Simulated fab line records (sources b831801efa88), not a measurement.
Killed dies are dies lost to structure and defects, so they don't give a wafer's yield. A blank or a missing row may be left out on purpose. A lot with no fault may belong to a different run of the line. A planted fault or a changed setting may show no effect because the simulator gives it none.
fab line records	flow sky130
record: lots: 5	wafers: 14	last_day: 49
route steps=708 shown LDD_HVN@274 LDD_HVP@278 LDD_LDN@289 SPACER@304 POLY_CUT@307 PAD_OPEN@708
lots that met no fault: taken from a fault-free run of the same line
start_h: hours from the record's opening day to when the first of the lot's shown wafers began	wait_h: hours since the lot's step before	" as in the row above	L1.1+2: one row covering several wafers at once	- no value, or no start given	* or withheld: withheld	< > ~ a bound
route shown NAME@n: names a module that has steps shown in the file, with the first one's number in the route	usual: mean/standard deviation of fault-free wafers	same: alike in all rows	chamber/n: place in a boat	sites: readings site by site	_std_site: standard deviation across them	_edge_site: mean of outer sites minus mean of inner sites	radius_mm: how far each site lies from the wafer's centre	mask NAME#n: copy n	behind: tool/chamber where the wafer was last shaped	hold: cause of the lot's hold/its duration in hours/its outcome	device: whichever transistor did not switch (one of n, p or np)	end of line: tests of these same wafers at the route's end	a step without rows: its recipe alone	killed: count of dies lost to structure and defects at first sort (not the wafer's yield)	map: a wafer's dies, marking killed ones x, the rest . and places with no die _
set.NAME: the setting that was run; set.NAME@STEP: the one run at that earlier step	model.NAME: the simulator's own value behind a step, which no gauge read
a table for each step, a row for each wafer; lots at some steps of the route
services: from which hour (start_h, from the record's first day; less than 0 if before it) a tool's chamber was out of use, for how many hours, and why
== steps ==
step: SKY_LDD_HVN_OVL_MEAS_07
usual: LDD_HVN_OVL: 0.4/1.4
lot.wafer	tool	chamber	start_h	wait_h	LDD_HVN_OVL[nm]
L529.1	overlay-02	-	502.53	0.1	-0.7
L529.3	"	-	"	"	-1.3
L529.4	"	-	"	"	-1.0
L537.1	overlay-01	-	572.11	0.1	-2.4
L537.3	"	-	"	"	-0.6
L544.2	overlay-02	-	620.17	0.1	-0.8
L544.3	"	-	"	"	1.3
L544.4	"	-	"	"	0.5
L546.2	overlay-02	-	638.82	0.1	-1.4
L546.3	"	-	"	"	-0.5
L546.6	"	-	"	"	0.1
L547.1	overlay-02	-	639.74	0.1	2.5
L547.4	"	-	"	"	2.3
L547.5	"	-	"	"	2.3
step: SKY_LDD_HVN_IMPLANT_08
recipe: species: P	energy_kev: 60	dose_cm2: 3e+13	tilt_deg: 40
step: SKY_LDD_HVN_STRIP_09
recipe: chemistry: O2/N2	power_w: 1400	pressure_mtorr: 1500	platen_temp_c: withheld	o2_flow_sccm: 3000	n2_flow_sccm: 300	overash_fraction: 0.5
usual: drypump_motor_current_A: 5.7/0.44	oes_product_au: 0.408/0.0044	strip_time_to_endpoint_s: 4.129/0.015
lot.wafer	tool	chamber	start_h	wait_h	drypump_motor_current_A	oes_product_au	rf_hours_counter_h	strip_time_to_endpoint_s
L529.1	plasma_asher-04	0	502.71	0.1	5.3	0.409	70	4.113
L529.3	"	0	"	"	5.4	0.419	-	4.112
L529.4	"	1	"	"	5.8	0.408	-	4.116
L537.1	plasma_asher-04	1	572.30	0.1	5.8	0.408	77	4.123
L537.3	"	1	"	"	5.8	0.415	-	4.118
L544.2	plasma_asher-02	0	620.35	0.1	6.2	0.407	19	4.128
L544.3	"	0	"	"	6.2	0.401	-	4.132
L544.4	"	1	"	"	5.4	0.413	-	4.105
L546.2	plasma_asher-04	1	639.00	0.1	5.8	0.404	83	4.123
L546.3	"	0	"	"	5.3	0.411	-	4.148
L546.6	"	1	"	"	5.8	0.400	-	4.123
L547.1	plasma_asher-02	0	639.92	0.1	6.2	0.411	21	4.128
L547.4	"	0	"	"	6.2	0.413	-	4.124
L547.5	"	1	"	"	5.4	0.412	-	4.120
step: SKY_LDD_HVN_TW_MEAS_10
usual: LDD_HVN_TW: 1445/13
lot.wafer	tool	chamber	start_h	wait_h	LDD_HVN_TW
L529.1	film_metro-04	-	502.81	0.1	1478
L529.3	"	-	"	"	1459
L529.4	"	-	"	"	1466
L537.1	film_metro-02	-	572.40	0.1	1437
L537.3	"	-	"	"	1441
L544.2	film_metro-02	-	620.46	0.1	1440
L544.3	"	-	"	"	1441
L544.4	"	-	"	"	1436
L546.2	film_metro-04	-	639.11	0.1	1455
L546.3	"	-	"	"	1464
L546.6	"	-	"	"	1457
L547.1	film_metro-04	-	640.02	0.1	1458
L547.4	"	-	"	"	1462
L547.5	"	-	"	"	1456
step: SKY_LDD_HVP_DEHYDRATE_00
recipe: temp_c: 200	time_s: 60
step: SKY_LDD_HVP_HMDS_01
recipe: prime_time_s: 60	prime_temp_c: 120
step: SKY_LDD_HVP_COAT_02
recipe: resist: NOVOLAK	spin_rpm: 3000	resist_thk_nm: 300
step: SKY_LDD_HVP_SOFTBAKE_03
recipe: temp_c: 90	time_s: 60	resist: NOVOLAK
step: SKY_LDD_HVP_EXPOSE_04
recipe: mask_id: HVPTM	na: 0.6	source_shape: conventional	sigma_outer: 0.6	polarization: unpolarized	target_cd_nm: 700	dose_mj: 86
step: SKY_LDD_HVP_PEB_05
recipe: temp_c: withheld	time_s: *	resist: NOVOLAK
step: SKY_LDD_HVP_DEVELOP_06
recipe: resist: NOVOLAK	developer: TMAH	develop_time_s: 60	dev_temp_c: 23
step: SKY_LDD_HVP_OVL_MEAS_07
usual: LDD_HVP_OVL: 0.0/1.6
lot.wafer	tool	chamber	start_h	wait_h	LDD_HVP_OVL[nm]
L529.1	overlay-02	-	533.69	0.1	2.0
L529.3	"	-	"	"	2.2
L529.4	"	-	"	"	2.0
L537.1	overlay-02	-	601.71	0.1	1.6
L537.3	"	-	"	"	1.8
L544.2	overlay-01	-	648.83	0.1	-0.9
L544.3	"	-	"	"	0.3
L544.4	"	-	"	"	-0.6
L546.2	overlay-01	-	667.72	0.1	-2.4
L546.3	"	-	"	"	-2.4
L546.6	"	-	"	"	-1.9
L547.1	overlay-01	-	668.31	0.1	2.0
L547.4	"	-	"	"	0.9
L547.5	"	-	"	"	1.2
step: SKY_LDD_HVP_IMPLANT_08
recipe: species: B	energy_kev: 20	dose_cm2: 1.7e+13	tilt_deg: 17.9
lot.wafer	tool	chamber	start_h	wait_h
L529.1+3+4	implanter-04	0	533.72	0.0
L537.1+3	implanter-02	0	601.75	0.0
L544.2+3+4	implanter-04	0	648.88	0.0
L546.2+3+6	implanter-04	0	667.77	0.0
L547.1+4+5	implanter-01	0	668.35	0.0
step: SKY_LDD_HVP_STRIP_09
recipe: chemistry: O2/N2	power_w: 1400	pressure_mtorr: 1500	platen_temp_c: withheld	o2_flow_sccm: 3000	n2_flow_sccm: 300	overash_fraction: 0.5
usual: drypump_motor_current_A: 5.8/0.45	oes_product_au: 0.408/0.005	strip_time_to_endpoint_s: 4.136/0.017
lot.wafer	tool	chamber	start_h	wait_h	drypump_motor_current_A	oes_product_au	rf_hours_counter_h	strip_time_to_endpoint_s
L529.1	plasma_asher-03	0	533.87	0.1	5.4	0.409	39	4.166
L529.3	"	1	"	"	6.6	0.406	-	4.136
L529.4	"	0	"	"	5.4	0.401	-	4.151
L537.1	plasma_asher-01	1	601.90	0.1	6.0	0.405	93	4.132
L537.3	"	0	"	"	5.6	0.402	-	4.142
L544.2	plasma_asher-03	0	649.01	0.1	5.4	0.398	50	4.155
L544.3	"	0	"	"	5.4	0.417	-	4.138
L544.4	"	1	"	"	6.6	0.407	-	4.146
L546.2	plasma_asher-04	0	667.90	0.1	5.3	0.413	86	4.143
L546.3	"	0	"	"	5.3	0.414	-	4.160
L546.6	"	0	"	"	5.3	0.416	-	4.147
L547.1	plasma_asher-04	1	668.50	0.1	5.8	0.413	87	4.097
L547.4	"	0	"	"	5.3	0.404	-	4.116
L547.5	"	1	"	"	5.8	0.405	-	4.110
step: SKY_LDD_HVP_TW_MEAS_10
usual: LDD_HVP_TW: 459/3.9
lot.wafer	tool	chamber	start_h	wait_h	LDD_HVP_TW
L529.1	film_metro-01	-	533.97	0.1	457
L529.3	"	-	"	"	455
L529.4	"	-	"	"	458
L537.1	film_metro-03	-	602.00	0.1	450
L537.3	"	-	"	"	458
L544.2	film_metro-03	-	649.12	0.1	454
L544.3	"	-	"	"	455
L544.4	"	-	"	"	457
L546.2	film_metro-03	-	668.01	0.1	455
L546.3	"	-	"	"	455
L546.6	"	-	"	"	456
L547.1	film_metro-03	-	668.60	0.1	454
L547.4	"	-	"	"	454
L547.5	"	-	"	"	453
step: SKY_LDD_LDN_DEHYDRATE_00
recipe: temp_c: 200	time_s: 60
step: SKY_LDD_LDN_HMDS_01
recipe: prime_time_s: 60	prime_temp_c: 120
step: SKY_LDD_LDN_COAT_02
recipe: resist: NOVOLAK	spin_rpm: 3000	resist_thk_nm: 1140
step: SKY_LDD_LDN_SOFTBAKE_03
recipe: temp_c: 90	time_s: 60	resist: NOVOLAK
step: SKY_LDD_LDN_EXPOSE_04
recipe: mask_id: LDNTM	na: 0.6	source_shape: conventional	sigma_outer: 0.6	polarization: unpolarized	target_cd_nm: 700	dose_mj: 140
step: SKY_LDD_LDN_PEB_05
recipe: temp_c: withheld	time_s: *	resist: NOVOLAK
step: SKY_LDD_LDN_DEVELOP_06
recipe: resist: NOVOLAK	developer: TMAH	develop_time_s: 60	dev_temp_c: 23
step: SKY_LDD_LDN_OVL_MEAS_07
usual: LDD_LDN_OVL: 0.5/1.4
lot.wafer	tool	chamber	start_h	wait_h	LDD_LDN_OVL[nm]
L529.1	overlay-02	-	563.38	0.1	2.2
L529.3	"	-	"	"	3.9
L529.4	"	-	"	"	2.2
L537.1	overlay-01	-	630.93	0.1	0.1
L537.3	"	-	"	"	-0.7
L544.2	overlay-01	-	677.42	0.1	2.5
L544.3	"	-	"	"	0.4
L544.4	"	-	"	"	3.1
L546.2	overlay-02	-	695.33	0.1	-0.5
L546.3	"	-	"	"	2.2
L546.6	"	-	"	"	3.0
L547.1	overlay-01	-	696.66	0.1	-0.3
L547.4	"	-	"	"	0.0
L547.5	"	-	"	"	-1.2
step: SKY_LDD_LDN_IMPLANT_08
recipe: species: As	energy_kev: 15	dose_cm2: 1.25e+13	tilt_deg: withheld	rotation_deg: 23
step: SKY_LDD_LDN_IMPLANT_09
recipe: species: As	energy_kev: 15	dose_cm2: 1.25e+13	tilt_deg: withheld	rotation_deg: 113
step: SKY_LDD_LDN_IMPLANT_10
recipe: species: As	energy_kev: 15	dose_cm2: 1.25e+13	tilt_deg: withheld	rotation_deg: 203
step: SKY_LDD_LDN_IMPLANT_11
recipe: species: As	energy_kev: 15	dose_cm2: 1.25e+13	tilt_deg: withheld	rotation_deg: 293
step: SKY_LDD_LDN_STRIP_12
recipe: chemistry: O2/N2	power_w: 1400	pressure_mtorr: 1500	platen_temp_c: withheld	o2_flow_sccm: 3000	n2_flow_sccm: 300	overash_fraction: 0.5
usual: drypump_motor_current_A: 5.7/0.36	oes_product_au: 0.716/0.0048	strip_time_to_endpoint_s: 14.16/0.041
lot.wafer	tool	chamber	start_h	wait_h	drypump_motor_current_A	oes_product_au	rf_hours_counter_h	strip_time_to_endpoint_s
L529.1	plasma_asher-01	1	564.01	0.1	6.0	0.713	89	14.14
L529.3	"	0	"	"	5.5	0.712	-	14.14
L529.4	"	1	"	"	6.0	0.706	-	14.16
L537.1	plasma_asher-02	1	631.56	0.1	5.4	0.718	20	14.07
L537.3	"	1	"	"	5.4	0.716	-	14.07
L544.2	plasma_asher-04	1	678.05	0.1	5.8	0.716	88	14.17
L544.3	"	1	"	"	5.8	0.714	-	14.17
L544.4	"	0	"	"	5.4	0.719	-	14.19
L546.2	plasma_asher-04	1	695.96	0.1	5.8	0.716	89	14.13
L546.3	"	0	"	"	5.4	0.714	-	14.10
L546.6	"	1	"	"	5.8	0.718	-	14.17
L547.1	plasma_asher-02	0	697.30	0.1	6.3	0.715	27	14.20
L547.4	"	0	"	"	6.2	0.720	-	14.21
L547.5	"	1	"	"	5.4	0.716	-	14.23
step: SKY_LDD_LDN_TW_MEAS_13
usual: LDD_LDN_TW: 1484/7.4
lot.wafer	tool	chamber	start_h	wait_h	LDD_LDN_TW
L529.1	film_metro-02	-	564.11	0.1	1473
L529.3	"	-	"	"	1488
L529.4	"	-	"	"	1485
L537.1	film_metro-01	-	631.66	0.1	1491
L537.3	"	-	"	"	1478
L544.2	film_metro-02	-	678.16	0.1	1479
L544.3	"	-	"	"	1479
L544.4	"	-	"	"	1477
L546.2	film_metro-02	-	696.07	0.1	1465
L546.3	"	-	"	"	1481
L546.6	"	-	"	"	1478
L547.1	film_metro-01	-	697.40	0.1	1475
L547.4	"	-	"	"	1467
L547.5	"	-	"	"	1479
step: SKY_LDD_LDN_CLEAN_14
recipe: chemistry: SC1/SC2	mix: 1:4:20	temp_c: 70	time_s: 150	dry: n2_spin
step: SKY_SPACER_CVD_00
recipe: material: Si3N4	precursor: DCS/NH3	target_thk_nm: 43.1	temp_c: 770	time_s: 740	pressure_mtorr: 250
step: SKY_SPACER_THK_MEAS_01
recipe: reads: Si3N4_of_SPACER_CVD_00
usual: SPACER_CVD_00_THK: 43.4/0.35
lot.wafer	tool	chamber	start_h	wait_h	SPACER_CVD_00_THK[nm]
L529.1	film_metro-02	-	565.43	0.0	42.7
L529.3	"	-	"	"	43.0
L529.4	"	-	"	"	43.2
L537.1	film_metro-03	-	632.98	0.0	43.5
L537.3	"	-	"	"	43.4
L544.2	film_metro-02	-	680.64	0.0	43.5
L544.3	"	-	"	"	43.5
L544.4	"	-	"	"	43.4
L546.2	film_metro-02	-	697.39	0.0	43.9
L546.3	"	-	"	"	43.4
L546.6	"	-	"	"	43.6
L547.1	film_metro-03	-	698.71	0.0	43.2
L547.4	"	-	"	"	43.7
L547.5	"	-	"	"	43.4
step: SKY_SPACER_ETCHBACK_02
recipe: chemistry: CH3F/O2	target: Si3N4	stop_on: SiO2	source_w: 400	bias_w: 80	pressure_mtorr: 25	ch3f_flow_sccm: 40	O2_flow_sccm: 30	time_s: 46.7	target_depth_a: 450
usual: drypump_motor_current_A: 5.6/0.51	oes_product_au: 0.858/0.0055	throttle_valve_pct: 10.563/0.0094
lot.wafer	tool	chamber	start_h	wait_h	drypump_motor_current_A	oes_product_au	rf_hours_counter_h	throttle_valve_pct
L529.1	rie_diel-04	0	565.49	0.1	4.9	0.848	2	10.562
L529.3	"	1	"	"	5.4	0.857	50	10.563
L529.4	"	0	"	"	4.9	0.855	-	10.561
L537.1	rie_diel-02	1	633.04	0.1	6.2	0.863	50	10.570
L537.3	"	3	"	"	5.9	0.852	14	10.563
L544.2	rie_diel-02	2	680.69	0.0	5.2	0.859	56	10.564
L544.3	"	3	"	"	5.9	0.864	15	10.555
L544.4	"	1	"	"	6.2	0.863	51	10.549
L546.2	rie_diel-04	2	697.44	0.0	5.5	0.854	3	10.565
L546.3	"	3	"	"	6.3	0.856	30	10.563
L546.6	"	2	"	"	5.5	0.864	-	10.582
L547.1	rie_diel-01	2	698.77	0.1	6.5	0.859	1	10.555
L547.4	"	1	"	"	5.7	0.861	19	10.564
L547.5	"	0	"	"	4.8	0.861	-	10.564
step: SKY_POLY_CUT_DEHYDRATE_00
recipe: temp_c: 200	time_s: 60
step: SKY_POLY_CUT_HMDS_01
recipe: prime_time_s: 60	prime_temp_c: 120
step: SKY_POLY_CUT_COAT_02
recipe: resist: BARC	temp_c: withheld	time_s: withheld	spin_rpm: 3000	resist_thk_nm: 60
step: SKY_POLY_CUT_COAT_03
recipe: resist: KrF-thick	spin_rpm: 3000	resist_thk_nm: 450
step: SKY_POLY_CUT_SOFTBAKE_04
recipe: temp_c: 100	time_s: 90	resist: KrF-thick
step: SKY_POLY_CUT_EXPOSE_05
recipe: mask_id: NPCM	na: 0.8	source_shape: annular	sigma_inner: 0.55	sigma_outer: 0.85	target_cd_nm: 270	dose_mj: 32
step: SKY_POLY_CUT_PEB_06
recipe: peb_temp_c: withheld	peb_time_s: withheld	resist: KrF-thick
step: SKY_POLY_CUT_DEVELOP_07
recipe: develop_time_s: 60	resist: KrF-thick	dev_temp_c: 21
step: SKY_POLY_CUT_CD_MEAS_08
recipe: target_cd_nm: 270
usual: cd_nm: 270.0/1.5
lot.wafer	tool	chamber	start_h	wait_h	cd_nm
L529.1	cd_sem-01	-	594.12	-	268.3
L529.3	"	-	"	"	269.2
L529.4	"	-	"	"	268.6
L537.1	cd_sem-01	-	661.74	-	269.6
L537.3	"	-	"	"	269.3
L544.2	cd_sem-02	-	708.66	-	272.5
L544.3	"	-	"	"	272.9
L544.4	"	-	"	"	272.1
L546.2	cd_sem-01	-	725.31	-	271.1
L546.3	"	-	"	"	270.9
L546.6	"	-	"	"	272.3
L547.1	cd_sem-01	-	726.67	-	270.0
L547.4	"	-	"	"	270.7
L547.5	"	-	"	"	270.6
step: SKY_PAD_OPEN_PROBE_99
usual: killed_at_M0_to_M3: 43/7.3	killed_at_M4_up: 3.2/1.8	killed_at_contacts: 24/5.8	killed_at_front_end: 16/4.5	killed_at_other: 0.3/0.53	killed_dies: 87/9.9	killed_open: 48/6.8	killed_short: 39/6.9
same: gross_dies: 492	killed_at_back_side: 0
lot.wafer	tool	chamber	start_h	wait_h	killed_at_M0_to_M3	killed_at_M4_up	killed_at_contacts	killed_at_front_end	killed_at_other	killed_dies	killed_open	killed_short	model.etest.tip_p_5v.rs_ohm_sq	model.etest.tip_p_5v.rs_ohm_sq_range	model.etest.tip_p_5v.rs_ohm_sq_rim_less_centre
L529.1	prober-02	-	1100.81	0.1	53	2	19	15	0	89	48	41	2844	64.01	-6.543
L529.3	prober-02	-	1100.91	0.2	50	6	23	26	0	105	46	59	2861	48.24	26.82
L529.4	prober-02	-	1100.96	0.2	52	2	24	16	0	94	51	43	2859	56.78	2.005
L537.1	prober-02	-	1142.88	0.1	34	2	24	25	0	85	48	37	3132	315.5	-150.5
L537.3	prober-02	-	1142.98	0.2	43	3	28	16	1	91	51	40	2846	54.57	-29.94
L544.2	prober-02	-	1174.78	0.1	39	3	33	13	0	88	52	36	2857	107.9	69.48
L544.3	prober-02	-	1174.83	0.2	40	6	25	22	0	93	50	43	2858	89.1	0.07872
L544.4	prober-02	-	1174.88	0.2	49	5	31	15	1	101	56	45	2857	65.09	17.38
L546.2	prober-02	-	1184.54	0.1	51	4	26	15	0	96	54	42	2865	109.3	73.47
L546.3	prober-02	-	1184.59	0.2	37	4	28	13	0	82	44	38	2867	95.27	-34.88
L546.6	prober-02	-	1184.74	0.2	39	2	31	14	1	87	46	41	2871	66.62	38.58
L547.1	prober-01	-	1184.83	0.1	39	0	35	15	0	89	49	40	2856	81.14	-3.76
L547.4	prober-01	-	1184.98	0.2	56	1	17	19	0	93	54	39	2863	123.1	-35.61
L547.5	prober-01	-	1185.03	0.2	48	2	26	15	0	91	52	39	2851	69.5	-8.465
killed by level:class
L529.1 VIA1:geometric_particle:open=10 METAL2:geometric_particle:short=10 LI_CONTACT:geometric_particle:open=9 METAL1:geometric_particle:short=8 VIA2:geometric_particle:open=8 VIA3:geometric_particle:open=6 CONTACT:geometric_particle:open=5 FIELD_ISO:geometric_particle:short=4
L529.3 METAL2:geometric_particle:short=11 FIELD_ISO:geometric_particle:open=8 VIA1:geometric_particle:open=7 LI_CONTACT:geometric_particle:open=7 FIELD_ISO:geometric_particle:short=6 CONTACT:geometric_particle:open=6 VIA2:geometric_particle:open=6 METAL1:geometric_particle:short=5
L529.4 VIA1:geometric_particle:open=14 METAL2:geometric_particle:short=12 CONTACT:geometric_particle:open=7 POLY_GATE:geometric_particle:open=6 LI_CONTACT:geometric_particle:open=6 FIELD_ISO:geometric_particle:short=5 LOCAL_INTERCONNECT:geometric_particle:short=5 VIA1:geometric_particle:short=5
L537.1 CONTACT:geometric_particle:open=13 VIA1:geometric_particle:open=9 POLY_GATE:geometric_particle:short=7 FIELD_ISO:geometric_particle:open=6 METAL2:geometric_particle:short=6 FIELD_ISO:geometric_particle:short=5 VIA2:geometric_particle:open=4 VIA3:geometric_particle:open=4
L537.3 VIA1:geometric_particle:open=13 CONTACT:geometric_particle:open=12 CONTACT:geometric_particle:short=7 VIA2:geometric_particle:open=7 LI_CONTACT:geometric_particle:open=6 FIELD_ISO:geometric_particle:short=5 POLY_GATE:geometric_particle:short=5 VIA1:geometric_particle:short=5
L544.2 CONTACT:geometric_particle:open=14 LI_CONTACT:geometric_particle:open=11 VIA1:geometric_particle:open=9 VIA1:geometric_particle:short=7 VIA2:geometric_particle:open=7 METAL2:geometric_particle:short=5 FIELD_ISO:geometric_particle:short=3 POLY_GATE:geometric_particle:short=3
L544.3 CONTACT:geometric_particle:open=11 VIA1:geometric_particle:open=9 LI_CONTACT:geometric_particle:open=6 FIELD_ISO:geometric_particle:short=5 METAL2:geometric_particle:short=5 POLY_GATE:geometric_particle:short=4 SPACER:geometric_particle:open=4 CONTACT:geometric_particle:short=4
L544.4 CONTACT:geometric_particle:open=16 VIA1:geometric_particle:open=9 VIA2:geometric_particle:open=7 VIA3:geometric_particle:open=6 LI_CONTACT:geometric_particle:open=5 METAL1:geometric_particle:short=5 METAL3:geometric_particle:short=5 FIELD_ISO:geometric_particle:open=4
L546.2 VIA1:geometric_particle:open=17 CONTACT:geometric_particle:open=11 VIA3:geometric_particle:open=8 METAL3:geometric_particle:short=7 CONTACT:geometric_particle:short=5 METAL1:geometric_particle:short=5 FIELD_ISO:geometric_particle:short=4 POLY_GATE:geometric_particle:short=4
L546.3 CONTACT:geometric_particle:open=11 VIA1:geometric_particle:open=7 LI_CONTACT:geometric_particle:open=6 LOCAL_INTERCONNECT:geometric_particle:short=6 METAL1:geometric_particle:short=5 VIA2:geometric_particle:short=5 VIA3:geometric_particle:short=4 VIA2:geometric_particle:open=4
L546.6 LI_CONTACT:geometric_particle:open=10 CONTACT:geometric_particle:open=8 VIA1:geometric_particle:open=7 LOCAL_INTERCONNECT:geometric_particle:short=6 VIA3:geometric_particle:open=6 METAL1:geometric_particle:short=5 VIA2:geometric_particle:short=5 FIELD_ISO:geometric_particle:open=4
L547.1 CONTACT:geometric_particle:open=12 VIA1:geometric_particle:open=10 LI_CONTACT:geometric_particle:open=8 METAL2:geometric_particle:short=8 LOCAL_INTERCONNECT:geometric_particle:short=7 CONTACT:geometric_particle:short=7 POLY_GATE:geometric_particle:open=5 VIA2:geometric_particle:open=4
L547.4 VIA1:geometric_particle:open=15 VIA3:geometric_particle:open=12 FIELD_ISO:geometric_particle:short=6 FIELD_ISO:geometric_particle:open=6 VIA1:geometric_particle:short=6 VIA2:geometric_particle:open=6 LOCAL_INTERCONNECT:geometric_particle:short=5 CONTACT:geometric_particle:open=5
L547.5 VIA1:geometric_particle:open=12 LI_CONTACT:geometric_particle:open=7 CONTACT:geometric_particle:open=7 VIA3:geometric_particle:short=7 VIA2:geometric_particle:open=6 POLY_GATE:geometric_particle:open=4 LI_CONTACT:geometric_particle:short=4 METAL1:geometric_particle:open=4
== services ==
tool	chamber	start_h	hours	kind
implanter-01	-	492.46	4.3	pm
rie_diel-01	3	496.40	17.7	repair
implanter-04	-	507.83	3.4	pm
plasma_asher-02	-	508.92	0.9	repair
plasma_asher-01	-	515.41	1.2	repair
implanter-04	-	523.65	2.4	repair
implanter-04	-	528.61	1.8	repair
plasma_asher-03	-	559.82	6.0	repair
implanter-04	-	560.14	10.2	repair
implanter-04	-	560.32	2.1	repair
rie_diel-02	3	560.85	4.4	repair
plasma_asher-02	-	563.77	1.5	repair
plasma_asher-02	-	575.95	0.7	repair
rie_diel-02	-	594.88	0.3	repair
rie_diel-02	3	601.81	1.4	repair
rie_diel-04	-	607.47	0.2	repair
plasma_asher-01	-	614.39	1.8	repair
rie_diel-02	-	617.99	2.0	repair
plasma_asher-01	-	623.51	2.8	pm
plasma_asher-03	-	652.74	2.7	repair
rie_diel-02	1	684.70	3.7	repair
rie_diel-04	0	691.05	2.4	repair
rie_diel-04	-	694.11	0.1	repair
plasma_asher-01	-	697.48	1.6	repair
== key ==
first_sign none at tools or gauges
model_effect: step: SKY_PAD_OPEN_PROBE_99	value: etest.tip_p_5v.rs_ohm_sq	without: 2836	struck: 3132
met_at SKY_LDD_HVP_IMPLANT_08
struck_wafers L537.1
tester_left_out L537
fault: kind: process_parameter_drift	tool: implanter-02	chamber: -	onset_h: 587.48	steps: SKY_LDD_HVP_IMPLANT_08	channel: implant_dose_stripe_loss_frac	offset: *	shape: step	end_h: 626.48	scope: struck_wafers_only
tester_left_out: of these lots the tester's yield and bins aren't shown, on N5 and GAA mostly nor the transistor test; their killed dies are dies lost to structure and defects alone, not to doping, threshold or leakage, so they don't give the yield
